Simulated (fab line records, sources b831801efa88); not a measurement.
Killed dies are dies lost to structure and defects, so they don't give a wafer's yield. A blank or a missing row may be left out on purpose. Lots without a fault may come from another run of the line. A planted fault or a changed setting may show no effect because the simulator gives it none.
A struck lot beside a sound one | flow sky130 | 31 steps out of a route of 708
Sound: wafers L110.1, L110.3, L110.6. Struck: wafers L112.3, L112.5, L112.6. The cause comes at the end.
At each step with rows: each side's tool, then ch and its chambers, then its first start. Under that, the readings that differ: sound wafers | struck wafers | difference of the means | sigmas: that difference in standard deviations of wafers without a fault.
alike: readings whose means differ by less than 2 such deviations, and words and numbers that are the same on both sides. not compared: withheld readings, readings that some wafer has no value for, bounds like >300 that may hide the same value, and numbers for which the record gives no deviation and whose values overlap.
The two part at a step that has a row with sigmas, a row that says differs or no value, or rows on one side only. Numbers that don't overlap but have no deviation are shown without sigmas and don't part them. A reading that every wafer of one side lacks parts them only if that side has two wafers or more.

first, 1 step without rows for these wafers: SKY_PWDE_IMPLANT_08.
SKY_PWDE_STRIP_09: strips in O2/N2.
  sound on plasma_asher-04 ch 0, day 6 05:42; struck on plasma_asher-01 ch 0,1, day 6 16:17
  reading                     | sound       | struck      | difference | sigmas
  drypump_motor_current_A (A) | 6.6 6.6 6.6 | 5.7 5.7 4.9 | -1.2       | -2
  alike: chamber_pressure_mTorr, oes_product_au, strip_time_to_endpoint_s
  not compared: rf_hours_counter_h
SKY_PWDE_TW_MEAS_10:
  sound on film_metro-02, day 6 05:48; struck on film_metro-03, day 6 16:22
  alike: PWDE_TW
then, 7 steps without rows for these wafers: SKY_NWELL_DEHYDRATE_03 (time 60 s); SKY_NWELL_HMDS_04 (prime time 60 s); SKY_NWELL_COAT_05 (resist thk 3000 nm); SKY_NWELL_SOFTBAKE_06; SKY_NWELL_EXPOSE_07 (exposes mask NWM, target cd 840 nm); SKY_NWELL_PEB_08; SKY_NWELL_DEVELOP_09 (develop time 60 s).
SKY_NWELL_OVL_MEAS_10:
  sound on overlay-01, day 7 00:48; struck on overlay-02, day 7 11:49
  reading           | sound        | struck      | difference | sigmas
  NWELL_00_OVL (nm) | -0.4 1.4 0.2 | 3.6 4.7 3.9 | +3.7       | +3
then, 1 step without rows for these wafers: SKY_NWELL_IMPLANT_11.
SKY_NWELL_IMPLANT_12:
  sound on implanter-02 ch 0, day 7 00:59; struck on implanter-03 ch 0, day 7 12:02
  reading            | sound                            | struck                        | difference | sigmas
  dose_ions_cm2      | 1.3022e+12 1.2992e+12 1.3011e+12 | 8.152e+11 8.149e+11 8.154e+11 | -4.857e+11 | -99 or more
  faraday_current_uA | 7.46 7.30 7.52                   | 4.60 4.38 4.59                | -2.90      | -18
then, 1 step without rows for these wafers: SKY_NWELL_IMPLANT_13.
SKY_NWELL_STRIP_14: strips in O2/N2.
  sound on plasma_asher-04 ch 0,1, day 7 01:17; struck on plasma_asher-03 ch 0,1, day 7 12:19
  alike: chamber_pressure_mTorr, drypump_motor_current_A, oes_product_au, strip_time_to_endpoint_s
  not compared: rf_hours_counter_h
SKY_NWELL_TW_MEAS_15:
  sound on film_metro-02, day 7 01:23; struck on film_metro-03, day 7 12:25
  alike: NWELL_TW
then, 7 steps without rows for these wafers: SKY_NWELL_DEHYDRATE_16 (time 60 s); SKY_NWELL_HMDS_17 (prime time 60 s); SKY_NWELL_COAT_18 (resist thk 3000 nm); SKY_NWELL_SOFTBAKE_19; SKY_NWELL_EXPOSE_20 (exposes mask NWM COMPLEMENT, target cd 840 nm); SKY_NWELL_PEB_21; SKY_NWELL_DEVELOP_22 (develop time 60 s).
SKY_NWELL_OVL_MEAS_23:
  sound on overlay-01, day 7 21:07; struck on overlay-01, day 8 09:01
  alike: NWELL_01_OVL
then, 1 step without rows for these wafers: SKY_NWELL_IMPLANT_24.
SKY_NWELL_STRIP_25: strips in O2/N2.
  sound on plasma_asher-03 ch 1, day 7 21:18; struck on plasma_asher-02 ch 0,1, day 8 09:14
  alike: chamber_pressure_mTorr, drypump_motor_current_A, oes_product_au, strip_time_to_endpoint_s
  not compared: rf_hours_counter_h
SKY_NWELL_TW_MEAS_26:
  sound on film_metro-02, day 7 21:24; struck on film_metro-02, day 8 09:19
  alike: NWELL_2_TW
then, 1 step without rows for these wafers: SKY_NWELL_CLEAN_27 (cleans in SC1/SC2, time 150 s).
SKY_NWELL_RTA_28: time 30 s.
  sound on rtp_anneal-01 ch 0, day 7 21:31; struck on rtp_anneal-02 ch 0, day 8 09:26
  alike: lamp_power_pct, wafer_temp_C_max
SKY_NWELL_RS_MEAS_29: measures by four-point-probe.
  sound on film_metro-04, day 7 21:37; struck on film_metro-04, day 8 09:33
  reading           | sound             | struck            | difference | sigmas
  NWELL_RS (ohm/sq) | 625.5 625.9 625.6 | 638.9 639.9 637.2 | +13.0      | +10
-- the record jumps here: 40 days lie between the struck wafers' starts before and after (it left off in module NWELL and takes up again in module PAD_OPEN, whose first step shown is number 708 of the route) --
SKY_PAD_OPEN_PROBE_99:
  sound on prober-02, day 48 06:41; struck on prober-02, day 48 19:59
  reading                                | sound                        | struck                        | difference | sigmas
  model.etest.nfet_16v.r_on_ohm_um       | 1.45e+04 1.445e+04 1.439e+04 | 1.491e+04 1.491e+04 1.476e+04 | +4.133e+02 |
  model.etest.pfet_g5v0d10v5.r_on_ohm_um | 4859 4872 4852               | 4590 4638 4522                | -278       |
  model.etest.tip_p_5v.rs_ohm_sq         | 2836 2842 2846               | 2762 2786 2787                | -63        |
  model.etest.pfet_g5v0d10v5.drive_ua_um | 336.2 335 337.7              | 358.7 350.5 360.6             | +20.3      |
  model.etest.pfet_01v8_lvt.drive_ua_um  | 172.4 172.6 171.2            | 185.5 185.9 185               | +13.4      |
  model.etest.pfet_16v.drive_ua_um       | 244.3 243.8 243.8            | 254.6 253.5 253.2             | +9.8       |
  model.etest.pfet_01v8_mvt.drive_ua_um  | 151 149.7 149.8              | 153.7 154.7 154.1             | +4.0       |
  not compared: model.etest.tip_p.rs_ohm_sq

WHERE THEY PART
First at SKY_PWDE_STRIP_09; last, within this record, at SKY_NWELL_RS_MEAS_29.

WHY: what the simulator had put in
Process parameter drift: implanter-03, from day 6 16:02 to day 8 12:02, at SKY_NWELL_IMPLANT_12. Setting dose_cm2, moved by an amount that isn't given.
